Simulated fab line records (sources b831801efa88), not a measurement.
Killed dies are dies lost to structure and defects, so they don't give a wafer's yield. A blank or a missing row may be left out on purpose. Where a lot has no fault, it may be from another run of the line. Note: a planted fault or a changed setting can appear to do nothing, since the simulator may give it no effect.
2 desks, one fault | flow sky130 | only its own numbers are on each desk; what lay behind them is given at the end

## THE TOOL OWNER'S DESK: litho track-02
The tool's own readings at SKY_METAL2_SOFTBAKE_11 (time 90 s): means of the sampled wafers that have a number, for each lot that ran on this tool. The brackets show how far a lot's mean lies from the usual mean; more than 4 standard deviations puts the lot out of limits, marked OUT.
Columns: A = heater power total W at SKY_METAL2_SOFTBAKE_11, usual 57.36 W; B = plate temp C at SKY_METAL2_SOFTBAKE_11, usual 100.04 C
lot  | first seen here | A                | B
L262 | day 35 16:00    | 57.32            | 100.06
L263 | day 36 03:00    | 57.43            | 100.09
L264 | day 37 10:00    | 57.28            | 100.21
L265 | day 37 14:00    | 57.39            | 100.14
L267 | day 37 16:00    | 57.45            | 100.08
L271 | day 38 17:00    | 56.63 (-6.1) OUT | 99.21 (-6.4) OUT
L273 | day 39 03:00    | 56.61 (-6.2) OUT | 99.02 (-7.8) OUT
L281 | day 41 08:00    | 57.39            | 99.93
Finding of this desk: L271, L273 out of limits; the first was L271 at day 38 17:00, on heater power total W at SKY_METAL2_SOFTBAKE_11. Within limits: L262, L263, L264, L265, L267, L281.

## THE METROLOGY DESK
What the gauges read for every lot (on any tool): the sampled wafers with a number, averaged. The brackets show how far a lot's mean lies from the usual mean; more than 4 standard deviations puts the lot out of limits, marked OUT.
Columns: A = METAL2_OVL at SKY_METAL2_OVL_MEAS_16, usual 0 nm
lot  | first seen here | A
L261 | day 36 00:15    | 5
L260 | day 36 01:51    | 2
L262 | day 36 04:35    | 6
L263 | day 36 16:32    | 1
L264 | day 38 00:35    | 7
L266 | day 38 01:43    | 2
L265 | day 38 02:44    | -2
L267 | day 38 04:50    | 5
L271 | day 39 06:26    | -2
L273 | day 39 14:59    | -9
L278 | day 41 00:36    | -6
L280 | day 41 15:17    | 4
L281 | day 41 20:20    | -7
Result from this desk: across the 13 lots, nothing is out of limits.

## BROUGHT TOGETHER
On L271, L273, at day 38 17:00, an alarm was possible from the tool owner's desk.
At the metrology desk, nothing out of limits was observed.
The metrology desk holds a record of L271, L273, inside its limits.
The lots listed all ran SKY_METAL2_SOFTBAKE_11 on litho track-02.

## WHAT WAS PUT IN BY THE SIMULATOR
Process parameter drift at SKY_METAL2_SOFTBAKE_11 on litho track-02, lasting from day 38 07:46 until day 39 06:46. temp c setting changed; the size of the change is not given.
Struck lots among those shown: L271, L273.
Each desk's first reading out of limits, in hours after the fault started: the tool owner's desk, 9.
